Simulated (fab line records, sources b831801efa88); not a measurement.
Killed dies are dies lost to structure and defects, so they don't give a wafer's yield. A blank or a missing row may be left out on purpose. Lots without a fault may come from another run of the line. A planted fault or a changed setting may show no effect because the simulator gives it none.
Chamber matching | flow gf180mcu | GF_V1_CVD_02 on pecvd-02: 3 sister chambers
The step deposits SiO2 from TEOS, target thk 850 nm, time 94.851 s. 14 wafers are shown with their chamber, then 6 later ones without.

WAFERS WITH THEIR CHAMBER
wafer  | chamber | heater_power_w (W)
L387.1 | 2       | 686
L387.3 | 0       | 531
L387.4 | 0       | 413
L388.4 | 2       | 698
L388.5 | 0       | 393
L388.6 | 1       | 701
L397.3 | 0       | 517
L397.4 | 2       | 620
L401.1 | 0       | 440
L401.5 | 2       | 617
L401.6 | 0       | 467
L407.1 | 2       | 590
L407.4 | 0       | 398
L407.5 | 1       | 707

SIGNATURES (means of the wafers above)
reading        | chamber 0 | chamber 1 | chamber 2 | scatter within a chamber
heater_power_w | 451.29    | 704.00    | 642.20    | 50.1
Rule: a wafer's distance from a chamber is the root of the sum, over the readings, of the square of ((its reading less the chamber's mean) divided by the reading's scatter). The wafer belongs to the nearest chamber; if the next one is less than 2 further off, it can't be placed. The scatter: the root of (the sum of the squares of (reading less its chamber's mean) over the shown wafers, divided by (wafers less chambers)).

WAFERS WITHOUT THEIR CHAMBER
wafer  | heater_power_w (W)
L408.2 | 486
L408.5 | 521
L408.6 | 587
L409.3 | 673
L409.4 | 677
L409.5 | 451

WHICH CHAMBER EACH WENT THROUGH
wafer  | from the rows above          | in truth
L408.2 | 0                            | 0
L408.5 | can't be placed: 0 or 2      | 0
L408.6 | can't be placed: 2 or 1 or 0 | 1
L409.3 | can't be placed: 2 or 1      | 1
L409.4 | can't be placed: 1 or 2      | 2
L409.5 | 0                            | 0
Placed correctly: 2 of 6. Can't be placed from these rows: 4 (the true chamber is among the candidates in 4). Placed wrongly: 0.
